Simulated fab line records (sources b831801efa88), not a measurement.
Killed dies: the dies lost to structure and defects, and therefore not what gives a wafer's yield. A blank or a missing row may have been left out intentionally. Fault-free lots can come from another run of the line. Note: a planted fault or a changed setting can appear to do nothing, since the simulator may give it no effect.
Chamber matching || flow gf180mcu || GF_V1_CMP_04 on cmp-01 has 4 sister chambers
The step polishes SiO2. 15 wafers are shown with their chamber, then 7 later ones without.

## WAFERS WITH THEIR CHAMBER
{"wafer": "L580.2", "chamber": 1, "motorCurrentA (A)": 14.6, "timeToEndpointS (s)": 82, "slurryFlowMlMin": 150.3}
{"wafer": "L580.3", "chamber": 2, "motorCurrentA (A)": 10.5, "timeToEndpointS (s)": 82, "slurryFlowMlMin": 150.5}
{"wafer": "L580.4", "chamber": 0, "motorCurrentA (A)": 12.3, "timeToEndpointS (s)": 88, "slurryFlowMlMin": 150.7}
{"wafer": "L581.3", "chamber": 3, "motorCurrentA (A)": 11.7, "timeToEndpointS (s)": 72, "slurryFlowMlMin": 150.5}
{"wafer": "L581.5", "chamber": 0, "motorCurrentA (A)": 12.5, "timeToEndpointS (s)": 88, "slurryFlowMlMin": 148.9}
{"wafer": "L581.6", "chamber": 1, "motorCurrentA (A)": 14.5, "timeToEndpointS (s)": 83, "slurryFlowMlMin": 150.7}
{"wafer": "L582.2", "chamber": 0, "motorCurrentA (A)": 12.2, "timeToEndpointS (s)": 77, "slurryFlowMlMin": 150.5}
{"wafer": "L582.4", "chamber": 3, "motorCurrentA (A)": 12.2, "timeToEndpointS (s)": 81, "slurryFlowMlMin": 149.9}
{"wafer": "L582.5", "chamber": 3, "motorCurrentA (A)": 11.7, "timeToEndpointS (s)": 87, "slurryFlowMlMin": 149.8}
{"wafer": "L586.3", "chamber": 2, "motorCurrentA (A)": 10.0, "timeToEndpointS (s)": 77, "slurryFlowMlMin": 150.3}
{"wafer": "L586.4", "chamber": 3, "motorCurrentA (A)": 11.6, "timeToEndpointS (s)": 86, "slurryFlowMlMin": 150.5}
{"wafer": "L589.5", "chamber": 2, "motorCurrentA (A)": 10.8, "timeToEndpointS (s)": 83, "slurryFlowMlMin": 149.7}
{"wafer": "L589.6", "chamber": 3, "motorCurrentA (A)": 11.5, "timeToEndpointS (s)": 80, "slurryFlowMlMin": 150.5}
{"wafer": "L599.1", "chamber": 2, "motorCurrentA (A)": 10.4, "timeToEndpointS (s)": 79, "slurryFlowMlMin": 150.4}
{"wafer": "L599.3", "chamber": 3, "motorCurrentA (A)": 12.0, "timeToEndpointS (s)": 79, "slurryFlowMlMin": 150.3}

SIGNATURES (means of the wafers above)
{"reading": "motorCurrentA", "chamber 0": 12.333, "chamber 1": 14.550, "chamber 2": 10.425, "chamber 3": 11.783, "scatter within a chamber": 0.257}
{"reading": "timeToEndpointS", "chamber 0": 84.33, "chamber 1": 82.50, "chamber 2": 80.25, "chamber 3": 80.83, "scatter within a chamber": 4.77}
{"reading": "slurryFlowMlMin", "chamber 0": 150.033, "chamber 1": 150.500, "chamber 2": 150.225, "chamber 3": 150.250, "scatter within a chamber": 0.516}
Rule: distance of a wafer from a chamber = root of the sum over the readings of ((wafer's reading minus chamber's mean) / reading's scatter) squared. If the next closest chamber is less than 2 further off than the closest, the wafer can't be placed; otherwise it belongs to the closest. The scatter is the square root of a quotient: the sum, over the shown wafers, of each reading's squared deviation from its chamber's mean, divided by wafers minus chambers.

## WAFERS WITH NO CHAMBER GIVEN
{"wafer": "L599.5", "motorCurrentA (A)": 14.3, "timeToEndpointS (s)": 88, "slurryFlowMlMin": 149.7}
{"wafer": "L601.1", "motorCurrentA (A)": 11.8, "timeToEndpointS (s)": 87, "slurryFlowMlMin": 149.1}
{"wafer": "L601.2", "motorCurrentA (A)": 12.1, "timeToEndpointS (s)": 85, "slurryFlowMlMin": 149.7}
{"wafer": "L601.6", "motorCurrentA (A)": 10.4, "timeToEndpointS (s)": 85, "slurryFlowMlMin": 150.3}
{"wafer": "L603.1", "motorCurrentA (A)": 13.7, "timeToEndpointS (s)": 72, "slurryFlowMlMin": 150.0}
{"wafer": "L603.2", "motorCurrentA (A)": 11.5, "timeToEndpointS (s)": 73, "slurryFlowMlMin": 150.1}
{"wafer": "L603.4", "motorCurrentA (A)": 10.5, "timeToEndpointS (s)": 75, "slurryFlowMlMin": 149.6}

## EACH ONE'S CHAMBER
{"wafer": "L599.5", "from the rows above": 1, "in truth": 1}
{"wafer": "L601.1", "from the rows above": "can't be placed: 3 or 0", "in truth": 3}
{"wafer": "L601.2", "from the rows above": "can't be placed: 0 or 3", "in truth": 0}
{"wafer": "L601.6", "from the rows above": 2, "in truth": 2}
{"wafer": "L603.1", "from the rows above": "can't be placed: 1 or 0", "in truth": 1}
{"wafer": "L603.2", "from the rows above": 3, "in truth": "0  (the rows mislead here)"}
{"wafer": "L603.4", "from the rows above": 2, "in truth": 2}
Correctly placed: 3 of 7. Can't be placed from these rows: 3 (the true chamber is among the candidates in 3). Wrongly placed: 1.
